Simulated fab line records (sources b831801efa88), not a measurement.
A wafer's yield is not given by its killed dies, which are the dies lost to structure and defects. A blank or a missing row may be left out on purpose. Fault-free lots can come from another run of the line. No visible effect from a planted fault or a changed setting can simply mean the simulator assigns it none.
A struck lot beside a sound one || flow sky130 || 15 out of 708 route steps
Sound: these wafers, L165.1, L165.3, L165.4. Wafers struck: L174.1, L174.2, L174.5. The cause comes at the end.
Each step with rows lists, per side, the tool, then ch with its chambers, then its first start. Under that, the readings that differ: sound wafers || struck wafers || difference of the means || sigmas: that difference in standard deviations of wafers without a fault.
alike: readings whose means differ by less than 2 such deviations, and words and numbers that are the same on both sides. not compared: withheld readings, readings that some wafer has no value for, bounds like >300 that may hide the same value, and numbers for which the record gives no deviation and whose values overlap.
The two part at a step that has a row with sigmas, a row that says differs or no value, or rows on one side only. Numbers that have no deviation but don't overlap get no sigmas and don't part them. Lack of a reading on every wafer of one side parts them only where that side has two or more wafers.

first, 4 steps without rows for these wafers: SKY_LDD_N_SOFTBAKE_03 (time 60 s); SKY_LDD_N_EXPOSE_04 (exposes mask NTM, target cd 840 nm); SKY_LDD_N_PEB_05; SKY_LDD_N_DEVELOP_06 (develop time 60 s).
SKY_LDD_N_OVL_MEAS_07:
  struck on overlay-02, day 23 11:20; sound on overlay-01, day 20 11:36
  alike: LDD_N_OVL
then, 7 steps without rows for these wafers: SKY_LDD_N_IMPLANT_08; SKY_LDD_N_IMPLANT_09; SKY_LDD_N_IMPLANT_10; SKY_LDD_N_IMPLANT_11; SKY_LDD_N_IMPLANT_12; SKY_LDD_N_IMPLANT_13; SKY_LDD_N_IMPLANT_14.
SKY_LDD_N_IMPLANT_15:
  sound on implanter-01 ch 0, day 20 12:41; struck on implanter-01 ch 0, day 23 12:25
{"reading": "dose_ions_cm2", "sound": "5.007e+12 5.009e+12 5.008e+12", "struck": "6.292e+12 6.291e+12 6.294e+12", "difference": "+1.284e+12", "sigmas": "+99 or more"}
{"reading": "faraday_current_uA", "sound": "27.7 28.3 28.2", "struck": "35.9 35.9 36.6", "difference": "+8.1", "sigmas": "+15"}
SKY_LDD_N_STRIP_16: strips in O2/N2.
  sound on plasma_asher-01 ch 0,1, day 20 12:50; struck on plasma_asher-03 ch 0,1, day 23 12:34
  alike: drypump_motor_current_A, oes_product_au, strip_time_to_endpoint_s
  not compared: rf_hours_counter_h
-- the record jumps here: 26 days lie between the struck wafers' starts before and after (it left off in module LDD_N and takes up again in module PAD_OPEN, whose first step shown is number 708 of the route) --
SKY_PAD_OPEN_PROBE_99:
  struck on prober-01, day 49 13:02; sound on prober-02, day 47 17:43
{"reading": "model.etest.nfet_01v8_turned.vt_sat_v (V)", "sound": "0.6403 0.6472 0.6453", "struck": "0.6508 0.6602 0.6626", "difference": "+0.0136", "sigmas": ""}
  alike: killed_at_M0_to_M3, killed_at_M4_up, killed_at_contacts, killed_at_front_end, killed_at_other, killed_dies, killed_open, killed_short

WHERE THEY PART
Within this record, at SKY_LDD_N_IMPLANT_15 only. Later steps at which nothing parts them and some readings are alike: SKY_LDD_N_STRIP_16, SKY_PAD_OPEN_PROBE_99.

WHY: what the simulator had put in
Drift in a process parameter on implanter-01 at SKY_LDD_N_IMPLANT_15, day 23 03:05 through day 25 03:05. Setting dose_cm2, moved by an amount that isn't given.
